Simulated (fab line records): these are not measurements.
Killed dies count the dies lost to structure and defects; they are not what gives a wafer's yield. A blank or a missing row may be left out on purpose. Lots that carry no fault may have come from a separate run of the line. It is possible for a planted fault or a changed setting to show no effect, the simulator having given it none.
Which tool was responsible? + flow gf180mcu + Sampling: 12 lots, 36 wafers, 5 of 602 route steps

WHAT EACH GAUGE READ, for each wafer
GF_V5_RS_MEAS_24: a four-point-probe measurement. Usual: V5_W_RS gives 0.324 ohm/sq (standard deviation 0.0033).
| lot  | measured     | on            | V5_W_RS (ohm/sq)  | flag |
|------|--------------|---------------|-------------------|------|
| L680 | day 26 16:40 | film-metro-04 | 0.328 0.330 0.327 |      |
| L682 | day 27 11:32 | film-metro-01 | 0.320 0.326 0.328 |      |
| L683 | day 28 01:47 | film-metro-04 | 0.322 0.329 0.322 |      |
| L685 | day 28 20:32 | film-metro-02 | 0.318 0.321 0.321 |      |
| L684 | day 28 21:01 | film-metro-02 | 0.326 0.321 0.329 |      |
| L686 | day 29 07:39 | film-metro-02 | 0.331 0.322 0.331 |      |
| L689 | day 30 11:01 | film-metro-04 | 0.322 0.328 0.323 |      |
| L690 | day 30 17:58 | film-metro-01 | 0.327 0.325 0.319 |      |
| L694 | day 31 11:20 | film-metro-02 | 0.326 0.322 0.331 |      |
| L697 | day 32 06:16 | film-metro-04 | 0.330 0.323 0.323 |      |
| L701 | day 32 21:28 | film-metro-01 | 0.324 0.322 0.322 |      |
| L703 | day 33 10:32 | film-metro-02 | 0.324 0.324 0.326 |      |

GF_PASSIVATION_THK_MEAS_01. Usual: PASSIVATION_CVD_00_THK gives 1021 nm (standard deviation 13).
| lot  | measured     | on            | PASSIVATION_CVD_00_THK (nm) | flag |
|------|--------------|---------------|-----------------------------|------|
| L680 | day 27 14:46 | film-metro-03 | 1025 1020 1031              |      |
| L682 | day 28 08:29 | film-metro-03 | 1022 1024 1046              |      |
| L683 | day 28 21:52 | film-metro-02 | 1018 1031 1044              |      |
| L685 | day 29 16:42 | film-metro-02 | 1032 1017 1021              |      |
| L684 | day 29 17:42 | film-metro-01 | 1030 1012 1047              |      |
| L686 | day 30 04:31 | film-metro-02 | 1028 1015 1048              |      |
| L689 | day 31 06:23 | film-metro-03 | 1021 1026 1042              |      |
| L690 | day 31 13:19 | film-metro-02 | 950 1024 974                |      |
| L694 | day 32 05:52 | film-metro-02 | 1025 1024 1038              |      |
| L697 | day 33 00:57 | film-metro-03 | 1003 1033 1021              |      |
| L701 | day 33 14:46 | film-metro-02 | 1009 1019 1023              |      |
| L703 | day 34 03:19 | film-metro-02 | 1015 1018 1011              |      |

TOOL THAT RAN EACH LOT (tool first, then ch and the chambers of the sampled wafers, then the start)
| lot  | GF_V5_ETCH_16                      | GF_TOP_METAL_SPUTTER_01      | GF_PASSIVATION_CVD_00           |
|------|------------------------------------|------------------------------|---------------------------------|
| L680 | rie-diel-01 ch 0,2, day 26 15:44   | pvd-sputter-02, day 26 17:14 | pecvd-04 ch 0,2, day 27 14:41   |
| L682 | rie-diel-04 ch 0,2, day 27 10:36   | pvd-sputter-01, day 27 12:07 | pecvd-01 ch 1,2, day 28 08:23   |
| L683 | rie-diel-01 ch 0,1,2, day 28 00:45 | pvd-sputter-03, day 28 02:20 | pecvd-01 ch 1,2, day 28 21:44   |
| L685 | rie-diel-04 ch 0,1,3, day 28 19:36 | pvd-sputter-03, day 28 21:19 | pecvd-04 ch 0,1,2, day 29 16:37 |
| L684 | rie-diel-04 ch 0,1,2, day 28 20:02 | pvd-sputter-02, day 28 22:13 | pecvd-01 ch 1,2, day 29 17:35   |
| L686 | rie-diel-04 ch 0,3, day 29 06:46   | pvd-sputter-01, day 29 08:14 | pecvd-04 ch 0,2, day 30 04:26   |
| L689 | rie-diel-02 ch 0,1,2, day 30 10:06 | pvd-sputter-02, day 30 11:35 | pecvd-03 ch 0,2, day 31 06:18   |
| L690 | rie-diel-04 ch 0,1, day 30 17:04   | pvd-sputter-03, day 30 18:32 | pecvd-04 ch 0,2, day 31 13:14   |
| L694 | rie-diel-04 ch 1,2,3, day 31 10:26 | pvd-sputter-01, day 31 11:55 | pecvd-03 ch 0,2, day 32 05:47   |
| L697 | rie-diel-02 ch 1,2,3, day 32 05:21 | pvd-sputter-03, day 32 06:50 | pecvd-03 ch 0,1,2, day 33 00:52 |
| L701 | rie-diel-02 ch 0,1,3, day 32 20:33 | pvd-sputter-03, day 32 22:02 | pecvd-03 ch 0,1,2, day 33 14:41 |
| L703 | rie-diel-04 ch 0,3, day 33 09:38   | pvd-sputter-01, day 33 11:07 | pecvd-01 ch 0,1,2, day 34 03:14 |
- GF_V5_ETCH_16: etches BARC in N2/H2.
- GF_TOP_METAL_SPUTTER_01: material TiN, target thk 30 nm, time 25 s.
- GF_PASSIVATION_CVD_00: deposits SiO2 from TEOS, target thk 1000 nm, time 114.9 s.

WHAT THE TOOLS THEMSELVES READ (means of the sampled wafers that have a number; where no wafer has one, the mark that the record gives instead)
GF_V5_ETCH_16. Usual: drypump-motor-current-A 5.8 A, standard deviation 0.44; oes-product-au 0.854 a.u., standard deviation 0.0047; rf-fwd-power-W 494.7 W, standard deviation 2; throttle-valve-pct 13.225 %, standard deviation 0.0088.
| lot  | tool        | drypump-motor-current-A (A) | oes-product-au (a.u.) | rf-fwd-power-W (W) | throttle-valve-pct (%) | flag |
|------|-------------|-----------------------------|-----------------------|--------------------|------------------------|------|
| L680 | rie-diel-01 | 5.6                         | 0.853                 | 496.7              | 13.224                 |      |
| L682 | rie-diel-04 | 5.8                         | 0.855                 | 493.2              | 13.217                 |      |
| L683 | rie-diel-01 | 5.8                         | 0.853                 | 496.5              | 13.229                 |      |
| L685 | rie-diel-04 | 6.0                         | 0.852                 | 495.0              | 13.227                 |      |
| L684 | rie-diel-04 | 5.8                         | 0.853                 | 492.8              | 13.228                 |      |
| L686 | rie-diel-04 | 6.1                         | 0.851                 | 496.6              | 13.221                 |      |
| L689 | rie-diel-02 | 5.6                         | 0.857                 | 494.3              | 13.235                 |      |
| L690 | rie-diel-04 | 5.8                         | 0.853                 | 494.8              | 13.221                 |      |
| L694 | rie-diel-04 | 5.8                         | 0.850                 | 495.3              | 13.227                 |      |
| L697 | rie-diel-02 | 5.7                         | 0.853                 | 495.8              | 13.222                 |      |
| L701 | rie-diel-02 | 5.5                         | 0.854                 | 493.8              | 13.224                 |      |
| L703 | rie-diel-04 | 6.1                         | 0.856                 | 494.5              | 13.229                 |      |

GF_TOP_METAL_SPUTTER_01. Usual: throttle-valve-pct reads 30.2 % (standard deviation 1.2).
| lot  | tool           | throttle-valve-pct (%) | flag |
|------|----------------|------------------------|------|
| L680 | pvd-sputter-02 | 30.2                   |      |
| L682 | pvd-sputter-01 | 29.9                   |      |
| L683 | pvd-sputter-03 | 29.7                   |      |
| L685 | pvd-sputter-03 | 29.8                   |      |
| L684 | pvd-sputter-02 | 31.1                   |      |
| L686 | pvd-sputter-01 | 30.3                   |      |
| L689 | pvd-sputter-02 | 31.0                   |      |
| L690 | pvd-sputter-03 | 30.9                   |      |
| L694 | pvd-sputter-01 | 30.0                   |      |
| L697 | pvd-sputter-03 | 30.6                   |      |
| L701 | pvd-sputter-03 | 30.5                   |      |
| L703 | pvd-sputter-01 | 29.2                   |      |

GF_PASSIVATION_CVD_00. Usual: heater-power-outer-w 361 W, standard deviation 74; heater-power-w 641 W, standard deviation 120.
| lot  | tool     | heater-power-outer-w (W) | heater-power-w (W) | flag |
|------|----------|--------------------------|--------------------|------|
| L680 | pecvd-04 | 296                      | 593                |      |
| L682 | pecvd-01 | 367                      | 651                |      |
| L683 | pecvd-01 | 386                      | 638                |      |
| L685 | pecvd-04 | 340                      | 609                |      |
| L684 | pecvd-01 | 355                      | 591                |      |
| L686 | pecvd-04 | 316                      | 616                |      |
| L689 | pecvd-03 | 489                      | 814                |      |
| L690 | pecvd-04 | 363                      | 697                |      |
| L694 | pecvd-03 | 410                      | 694                |      |
| L697 | pecvd-03 | 408                      | 694                |      |
| L701 | pecvd-03 | 412                      | 710                |      |
| L703 | pecvd-01 | 370                      | 660                |      |

THE ANSWER, worked out from the rows above alone
Rule: take the mean of a lot's wafers that have a number; if it is more than 3 standard deviations from the usual mean, the lot is off. Also off: a lot with no number at a reading for which 4 or more lots have one. Where the step has rows for the other lots, those lots are counted as sound. Order of review: gauges by route order, followed by the tools' own readings, for which a lot's mean as printed above is used. At the first step where some lot is off, the reading lying furthest off is the one used; lots without a number count as furthest.
Nothing can be told from this: no lot is off at any reading shown.

WHAT THE SIMULATOR PUT IN
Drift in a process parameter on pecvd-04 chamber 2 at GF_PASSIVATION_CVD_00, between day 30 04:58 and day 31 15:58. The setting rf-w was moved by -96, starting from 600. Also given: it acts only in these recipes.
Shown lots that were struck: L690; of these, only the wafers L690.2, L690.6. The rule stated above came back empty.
